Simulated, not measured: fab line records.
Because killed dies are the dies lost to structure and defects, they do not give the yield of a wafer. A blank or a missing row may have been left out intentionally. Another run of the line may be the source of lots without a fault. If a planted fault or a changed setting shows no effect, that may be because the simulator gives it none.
Which tool did it? -- flow sky130 -- 11 lots with 33 wafers sampled at 2 steps, on a route of 708 steps

## WHAT THE GAUGES SHOWED, per wafer
SKY_VIA2_THK_MEAS_23: measures by xrf. Usual: for VIA2_W_THK the level is 428 nm and the standard deviation is 9.8.
lot,measured,on,VIA2_W_THK (nm),flag
L869,day 36 14:12,film metro-04,433 420 436,
L870,day 36 16:53,film metro-02,417 421 421,
L871,day 37 04:21,film metro-02,439 439 425,
L874,day 38 01:08,film metro-01,426 421 434,
L881,day 40 07:00,film metro-04,417 433 433,
L882,day 40 10:32,film metro-01,425 449 427,
L887,day 42 04:08,film metro-04,441 444 422,
L888,day 42 05:24,film metro-01,419 417 418,
L889,day 42 12:32,film metro-04,423 442 423,
L890,day 42 17:06,film metro-02,424 406 407,
L891,day 43 03:51,film metro-04,432 433 419,

## WHAT TOOL EACH LOT RAN ON (gives the tool, then ch and the chambers of the sampled wafers, and finally the start)
lot,SKY_VIA2_ETCH_14
L869,"rie diel-02 ch 0,1,3, day 36 13:09"
L870,"rie diel-02 ch 0,2,3, day 36 15:47"
L871,"rie diel-02 ch 0,3, day 37 03:18"
L874,"rie diel-04 ch 0,2, day 38 00:05"
L881,"rie diel-01 ch 0,1,3, day 40 05:59"
L882,"rie diel-01 ch 0,1,3, day 40 09:30"
L887,"rie diel-04 ch 0,3, day 42 03:05"
L888,"rie diel-01 ch 0,2, day 42 04:23"
L889,"rie diel-01 ch 0,1,2, day 42 11:30"
L890,"rie diel-02 ch 0,1,2, day 42 16:05"
L891,"rie diel-04 ch 1,2,3, day 43 02:50"
- SKY_VIA2_ETCH_14: etches BARC in N2/H2, stops on SiO2, time 45.9 s, target depth 60 nm.

## WHAT THE TOOLS THEMSELVES READ (means of the sampled wafers that have a number; where no wafer has one, the mark that the record gives instead)
SKY_VIA2_ETCH_14. Usual: drypump motor current A 5.9 A, standard deviation 0.37; oes product au 0.855 a.u., standard deviation 0.0045; throttle valve pct 13.224 %, standard deviation 0.0089.
lot,tool,drypump motor current A (A),oes product au (a.u.),throttle valve pct (%),flag
L869,rie diel-02,6.0,0.857,13.220,
L870,rie diel-02,5.8,0.858,13.222,
L871,rie diel-02,6.0,0.856,13.225,
L874,rie diel-04,6.1,0.860,13.225,
L881,rie diel-01,5.8,0.855,13.228,
L882,rie diel-01,5.9,0.853,13.226,
L887,rie diel-04,6.2,0.857,13.223,
L888,rie diel-01,6.4,0.857,13.227,
L889,rie diel-01,6.1,0.854,13.227,
L890,rie diel-02,5.8,0.852,13.221,
L891,rie diel-04,5.7,0.855,13.225,

## THE ANSWER, worked out from the rows above alone
Rule: a lot is off if the mean of its wafers that have a number lies more than 3 standard deviations from the usual mean. A lot without any number at a reading at which 4 lots or more have one is off too. Where the step has rows for the other lots, those lots are counted as sound. After the gauges, taken in route order, come the tools' own readings; for these a lot's mean is taken, as printed above. At the first step where some lot is off, the reading lying furthest off is the one used; lots without a number count as furthest.
No lot is off at any reading shown: from this, nothing can be told.

## WHAT THE SIMULATOR PUT IN
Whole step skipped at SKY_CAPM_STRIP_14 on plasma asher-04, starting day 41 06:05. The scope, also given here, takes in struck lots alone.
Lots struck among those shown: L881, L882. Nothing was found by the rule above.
